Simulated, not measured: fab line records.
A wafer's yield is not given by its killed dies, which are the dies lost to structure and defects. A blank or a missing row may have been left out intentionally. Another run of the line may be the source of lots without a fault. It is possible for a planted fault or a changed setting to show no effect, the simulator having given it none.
Matching of chambers | flow sky130 | rieSi-02 running SKY_FIELD_ISO_ETCH_17: 4 sister chambers
The step etches Si in HBr/Cl2/O2, target depth 342 nm, time 97.7 s. 4 wafers are shown with their chamber, then 9 later ones without.

## WAFERS, EACH WITH ITS CHAMBER
wafer  | chamber | drypumpMotorCurrentA (A)
L838.1 | 1       | 5.39
L839.1 | 2       | 5.46
L839.3 | 3       | 5.47
L839.4 | 0       | 5.42

## WAFERS WITHOUT THEIR CHAMBER
wafer  | drypumpMotorCurrentA (A)
L842.1 | 5.35
L842.3 | 5.42
L842.6 | 5.43
L843.1 | 5.36
L843.4 | 5.46
L843.5 | 5.40
L845.3 | 5.31
L845.4 | 5.46
L845.5 | 5.33

## WHICH CHAMBER EACH WENT THROUGH
wafer  | from the rows above               | in truth
L842.1 | can't be placed: 1 or 0 or 2      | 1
L842.3 | can't be placed: 0 or 1 or 2 or 3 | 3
L842.6 | can't be placed: 0 or 2 or 1 or 3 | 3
L843.1 | can't be placed: 1 or 0 or 2      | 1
L843.4 | can't be placed: 2 or 3 or 0 or 1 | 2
L843.5 | can't be placed: 1 or 0 or 2 or 3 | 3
L845.3 | can't be placed: 1 or 0 or 2      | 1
L845.4 | can't be placed: 2 or 3 or 0 or 1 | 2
L845.5 | can't be placed: 1 or 0 or 2      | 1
Placed correctly: 0 of 9. From these rows, 9 cannot be placed; in 9 the true chamber is one of the candidates. Placed wrongly: 0.
How it was worked out, from the rows above alone: a wafer's distance from a chamber is the root of the sum, over the readings, of the square of ((its reading less the chamber's mean) divided by the reading's scatter). If the next closest chamber is less than 2 further off than the closest, the wafer can't be placed; otherwise it belongs to the closest. Each chamber's mean is taken over the wafers shown for it. The scatter: root of mean squared gap, hidden wafer to nearest shown wafer, with one shown wafer a chamber.
